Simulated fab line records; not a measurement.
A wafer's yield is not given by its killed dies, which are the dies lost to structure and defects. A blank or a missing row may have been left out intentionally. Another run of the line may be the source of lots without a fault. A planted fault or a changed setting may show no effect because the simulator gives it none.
fab line records -- flow sky130 -- part 2 of 2: steps 30 to 39 of 39
record lots=5, wafers=15, last_day=50
route steps=708 shown LOCAL_INTERCONNECT@404 CONTACT@406 METAL1@434
lots with no fault: from the same line, run without faults
start_h: hours from the record's first day to the start of the lot's first wafer shown -- wait_h: hours since the lot's step before -- " unchanged from the row above -- L1.1+2: a single row standing in for several wafers -- - either no value or no given start -- * or withheld: withheld -- < > ~ a bound
route shown NAME@n: a module of which the file shows steps, and the number in the route of the first -- usual: average and standard deviation across the fault-free wafers -- same: alike in all rows -- chamber/n: place in a boat -- sites: per-site readings -- _std_site: how widely they spread, as a standard deviation -- _edge_site: mean of outer sites minus mean of inner sites -- radius_mm: how far each site lies from the wafer's centre -- mask NAME#n: copy n -- behind: tool/chamber where the wafer was last shaped -- hold: why the lot was held/for how many hours/how that ended -- device: the transistor (n, p or np) that didn't switch -- end of line: the route-end tests of the same wafers -- step lacking rows: just its recipe -- killed: at the first sort, the dies lost to defects and structure; wafer yield is something else -- map: a wafer's dies, x killed, . not, _ none there
set.NAME: the setting as run; set.NAME@STEP: as run at that earlier step -- model.NAME: the simulator's own value behind a step, which no gauge read
a table for each step, a row for each wafer; lots at some steps of the route
services: when a tool's chamber went out of use (start_h, in hours from the record's first day, below 0 if earlier), for how many hours, and the reason
## steps
# step SKY_CONTACT_CMP_27
# recipe stop_on=SiO2, t_overpolish_s=15, down_force_psi=3.5, platen_rpm=60, target_thk_nm=0, pad_velocity_m_s=0.94248
# usual motor_current_A=10.5/0.86, overpolish_run_s=15.000/0.0088, time_to_endpoint_s=83/3.2
lot.wafer,tool,chamber,start_h,wait_h,motor_current_A,overpolish_run_s,time_to_endpoint_s
L077.2,cmp-02,0,780.15,0.1,10.8,14.983,81
L077.4,cmp-02,1,780.15,0.1,10.3,14.998,82
L077.5,cmp-02,3,780.15,0.1,9.9,14.995,83
L083.4,cmp-02,1,828.49,0.0,10.8,14.994,87
L083.3,cmp-02,3,828.49,0.0,10.7,15.020,84
L083.6,cmp-02,1,828.49,0.0,10.8,15.010,85
L088.3,cmp-01,3,860.25,0.2,9.0,15.004,83
L088.6,cmp-01,1,860.25,0.2,10.6,15.015,85
L088.5,cmp-01,2,860.25,0.2,10.7,15.007,79
L092.2,cmp-01,3,875.26,0.0,8.7,15.011,86
L092.6,cmp-01,3,875.26,0.0,8.5,14.998,88
L092.5,cmp-01,0,875.26,0.0,11.3,15.003,86
L095.2,cmp-02,3,907.71,0.0,10.1,14.990,81
L095.4,cmp-02,1,907.71,0.0,10.8,14.984,85
L095.5,cmp-02,0,907.71,0.0,11.4,15.011,85
# step SKY_METAL1_SPUTTER_00
# recipe material=Ti, target_thk_nm=15, power_w=3000, time_s=10, chamber_pressure_pa=0.4
# usual throttle_valve_pct=30.4/0.66
lot.wafer,tool,chamber,start_h,wait_h,throttle_valve_pct
L077.2,pvd_sputter-01,-,780.40,0.2,29.9
L077.4,pvd_sputter-01,-,780.40,0.2,30.4
L077.5,pvd_sputter-01,-,780.40,0.2,29.8
L083.3,pvd_sputter-03,-,828.79,0.1,29.9
L083.4,pvd_sputter-03,-,828.79,0.1,31.1
L083.6,pvd_sputter-03,-,828.79,0.1,30.6
L088.3,pvd_sputter-02,-,860.45,0.1,30.1
L088.5,pvd_sputter-02,-,860.45,0.1,30.3
L088.6,pvd_sputter-02,-,860.45,0.1,29.8
L092.2,pvd_sputter-03,-,875.56,0.2,30.0
L092.5,pvd_sputter-03,-,875.56,0.2,30.7
L092.6,pvd_sputter-03,-,875.56,0.2,31.3
L095.2,pvd_sputter-01,-,908.01,0.2,30.7
L095.4,pvd_sputter-01,-,908.01,0.2,29.9
L095.5,pvd_sputter-01,-,908.01,0.2,30.0
# step SKY_METAL1_SPUTTER_01
# recipe material=TiN, target_thk_nm=20, power_w=6500, time_s=16.7, chamber_pressure_pa=0.4
# usual throttle_valve_pct=30.5/0.65
lot.wafer,tool,chamber,start_h,wait_h,throttle_valve_pct
L077.2,pvd_sputter-01,-,780.42,0.0,30.3
L077.4,pvd_sputter-01,-,780.42,0.0,30.4
L077.5,pvd_sputter-01,-,780.42,0.0,29.9
L083.3,pvd_sputter-03,-,828.81,0.0,30.0
L083.4,pvd_sputter-03,-,828.81,0.0,31.2
L083.6,pvd_sputter-03,-,828.81,0.0,30.7
L088.3,pvd_sputter-02,-,860.47,0.0,29.8
L088.5,pvd_sputter-02,-,860.47,0.0,30.6
L088.6,pvd_sputter-02,-,860.47,0.0,29.9
L092.2,pvd_sputter-03,-,875.59,0.0,29.8
L092.5,pvd_sputter-03,-,875.59,0.0,30.7
L092.6,pvd_sputter-03,-,875.59,0.0,31.2
L095.2,pvd_sputter-01,-,908.04,0.0,30.7
L095.4,pvd_sputter-01,-,908.04,0.0,29.8
L095.5,pvd_sputter-01,-,908.04,0.0,30.4
# step SKY_METAL1_SPUTTER_02
# recipe material=AlCu, target_thk_nm=250, power_w=10600, time_s=13.3, chamber_pressure_pa=0.4
# usual throttle_valve_pct=30.4/0.65
lot.wafer,tool,chamber,start_h,wait_h,throttle_valve_pct
L077.2,pvd_sputter-01,-,780.45,0.0,29.9
L077.4,pvd_sputter-01,-,780.45,0.0,30.4
L077.5,pvd_sputter-01,-,780.45,0.0,29.7
L083.3,pvd_sputter-03,-,828.84,0.0,29.8
L083.4,pvd_sputter-03,-,828.84,0.0,31.1
L083.6,pvd_sputter-03,-,828.84,0.0,31.0
L088.3,pvd_sputter-02,-,860.50,0.0,29.9
L088.5,pvd_sputter-02,-,860.50,0.0,30.6
L088.6,pvd_sputter-02,-,860.50,0.0,29.8
L092.2,pvd_sputter-03,-,875.61,0.0,29.9
L092.5,pvd_sputter-03,-,875.61,0.0,31.1
L092.6,pvd_sputter-03,-,875.61,0.0,31.3
L095.2,pvd_sputter-01,-,908.06,0.0,30.7
L095.4,pvd_sputter-01,-,908.06,0.0,29.9
L095.5,pvd_sputter-01,-,908.06,0.0,30.0
# step SKY_METAL1_SPUTTER_03
# recipe material=Ti, target_thk_nm=5, power_w=3000, time_s=3.3, chamber_pressure_pa=0.4
# usual throttle_valve_pct=30.4/0.65
lot.wafer,tool,chamber,start_h,wait_h,throttle_valve_pct
L077.2,pvd_sputter-01,-,780.47,0.0,29.9
L077.4,pvd_sputter-01,-,780.47,0.0,30.6
L077.5,pvd_sputter-01,-,780.47,0.0,29.8
L083.3,pvd_sputter-03,-,828.86,0.0,29.8
L083.4,pvd_sputter-03,-,828.86,0.0,31.1
L083.6,pvd_sputter-03,-,828.86,0.0,30.8
L088.3,pvd_sputter-02,-,860.52,0.0,29.9
L088.5,pvd_sputter-02,-,860.52,0.0,30.5
L088.6,pvd_sputter-02,-,860.52,0.0,29.9
L092.2,pvd_sputter-03,-,875.64,0.0,29.9
L092.5,pvd_sputter-03,-,875.64,0.0,30.7
L092.6,pvd_sputter-03,-,875.64,0.0,31.5
L095.2,pvd_sputter-01,-,908.09,0.0,30.3
L095.4,pvd_sputter-01,-,908.09,0.0,29.9
L095.5,pvd_sputter-01,-,908.09,0.0,30.0
# step SKY_METAL1_SPUTTER_04
# recipe material=TiN, target_thk_nm=70, power_w=6500, time_s=58.3, chamber_pressure_pa=0.4
# usual throttle_valve_pct=30.4/0.64
lot.wafer,tool,chamber,start_h,wait_h,throttle_valve_pct
L077.2,pvd_sputter-01,-,780.49,0.0,30.1
L077.4,pvd_sputter-01,-,780.49,0.0,30.5
L077.5,pvd_sputter-01,-,780.49,0.0,29.8
L083.3,pvd_sputter-03,-,828.88,0.0,29.8
L083.4,pvd_sputter-03,-,828.88,0.0,31.2
L083.6,pvd_sputter-03,-,828.88,0.0,30.7
L088.3,pvd_sputter-02,-,860.54,0.0,29.8
L088.5,pvd_sputter-02,-,860.54,0.0,30.6
L088.6,pvd_sputter-02,-,860.54,0.0,29.9
L092.2,pvd_sputter-03,-,875.65,0.0,29.8
L092.5,pvd_sputter-03,-,875.65,0.0,30.9
L092.6,pvd_sputter-03,-,875.65,0.0,31.0
L095.2,pvd_sputter-01,-,908.11,0.0,30.4
L095.4,pvd_sputter-01,-,908.11,0.0,29.7
L095.5,pvd_sputter-01,-,908.11,0.0,30.2
# step SKY_METAL1_RS_MEAS_05
# recipe thk_meas_gauge=four-point-probe, reads=TiN_of_METAL1_SPUTTER_04+Ti_of_METAL1_SPUTTER_03+AlCu_of_METAL1_SPUTTER_02+TiN_of_METAL1_SPUTTER_01+Ti_of_METAL1_SPUTTER_00
# usual METAL1_ALCU_RS=0.1262/0.0012
lot.wafer,tool,chamber,start_h,wait_h,METAL1_ALCU_RS[ohm/sq]
L077.2,film_metro-04,-,780.56,0.0,0.1251
L077.4,film_metro-04,-,780.56,0.0,0.1240
L077.5,film_metro-04,-,780.56,0.0,0.1262
L083.3,film_metro-01,-,828.97,0.1,0.1267
L083.4,film_metro-01,-,828.97,0.1,0.1271
L083.6,film_metro-01,-,828.97,0.1,0.1267
L088.3,film_metro-04,-,860.63,0.1,0.1257
L088.5,film_metro-04,-,860.63,0.1,0.1253
L088.6,film_metro-04,-,860.63,0.1,0.1253
L092.2,film_metro-01,-,875.72,0.0,0.1294
L092.5,film_metro-01,-,875.72,0.0,0.1282
L092.6,film_metro-01,-,875.72,0.0,0.1294
L095.2,film_metro-04,-,908.17,0.0,0.1269
L095.4,film_metro-04,-,908.17,0.0,0.1267
L095.5,film_metro-04,-,908.17,0.0,0.1264
# step SKY_METAL1_THK_MEAS_06
# recipe thk_meas_gauge=xrf, reads=AlCu_of_METAL1_SPUTTER_02
# usual METAL1_ALCU_THK=254.2/2.9
lot.wafer,tool,chamber,start_h,wait_h,METAL1_ALCU_THK[nm]
L077.2,film_metro-04,-,780.67,0.1,256.7
L077.4,film_metro-04,-,780.67,0.1,258.3
L077.5,film_metro-04,-,780.67,0.1,251.9
L083.3,film_metro-01,-,829.07,0.1,253.3
L083.4,film_metro-01,-,829.07,0.1,254.0
L083.6,film_metro-01,-,829.07,0.1,253.8
L088.3,film_metro-04,-,860.73,0.1,254.0
L088.5,film_metro-04,-,860.73,0.1,254.2
L088.6,film_metro-04,-,860.73,0.1,254.8
L092.2,film_metro-01,-,875.83,0.1,248.9
L092.5,film_metro-01,-,875.83,0.1,252.0
L092.6,film_metro-01,-,875.83,0.1,250.4
L095.2,film_metro-04,-,908.28,0.1,252.4
L095.4,film_metro-04,-,908.28,0.1,249.6
L095.5,film_metro-04,-,908.28,0.1,252.3
# step SKY_METAL1_DEHYDRATE_07
# recipe temp_c=200, time_s=60
lot.wafer,tool,chamber,start_h,wait_h
L077.2+4+5,litho_track-02,0,793.02,12.3
L083.3+4+6,litho_track-01,0,842.31,13.2
L088.3+5+6,litho_track-04,0,872.89,12.1
L092.2+5+6,litho_track-04,0,888.01,12.2
L095.2+4+5,litho_track-01,0,920.13,11.8
# step SKY_METAL1_HMDS_08
# recipe prime_time_s=60, prime_temp_c=120
lot.wafer,tool,chamber,start_h,wait_h
L077.2+4+5,litho_track-02,0,793.17,0.1
L083.3+4+6,litho_track-01,0,842.46,0.1
L088.3+5+6,litho_track-04,0,873.04,0.1
L092.2+5+6,litho_track-04,0,888.16,0.1
L095.2+4+5,litho_track-01,0,920.28,0.1
## services
tool,chamber,start_h,hours,kind
krf_scanner-01,-,730.12,0.2,repair
rie_diel-03,-,740.46,4.0,repair
rie_diel-04,2,741.33,10.3,repair
krf_scanner-01,-,744.13,0.5,repair
cmp-01,-,744.13,4.0,pm
wet_bench-04,-,745.61,3.4,repair
wet_bench-03,-,754.76,1.9,pm
pecvd-01,-,756.09,2.8,pm
cmp-02,-,774.40,2.1,repair
pvd_sputter-03,-,781.45,1.9,repair
rie_diel-04,-,786.63,2.8,pm
cmp-02,-,797.25,0.5,repair
rie_diel-01,1,805.73,5.0,repair
pvd_sputter-03,-,808.71,5.2,repair
rie_diel-01,1,811.31,5.1,repair
pvd_sputter-03,-,841.87,4.8,repair
rie_diel-01,2,841.89,2.5,repair
cmp-02,-,862.36,2.9,pm
cmp-02,-,866.93,4.5,pm
rie_diel-01,0,874.17,6.3,repair
cvd_w-02,-,881.87,6.0,pm
rie_diel-04,3,882.70,2.9,repair
pvd_sputter-01,-,895.84,12.0,repair
cmp-02,-,912.00,4.0,pm
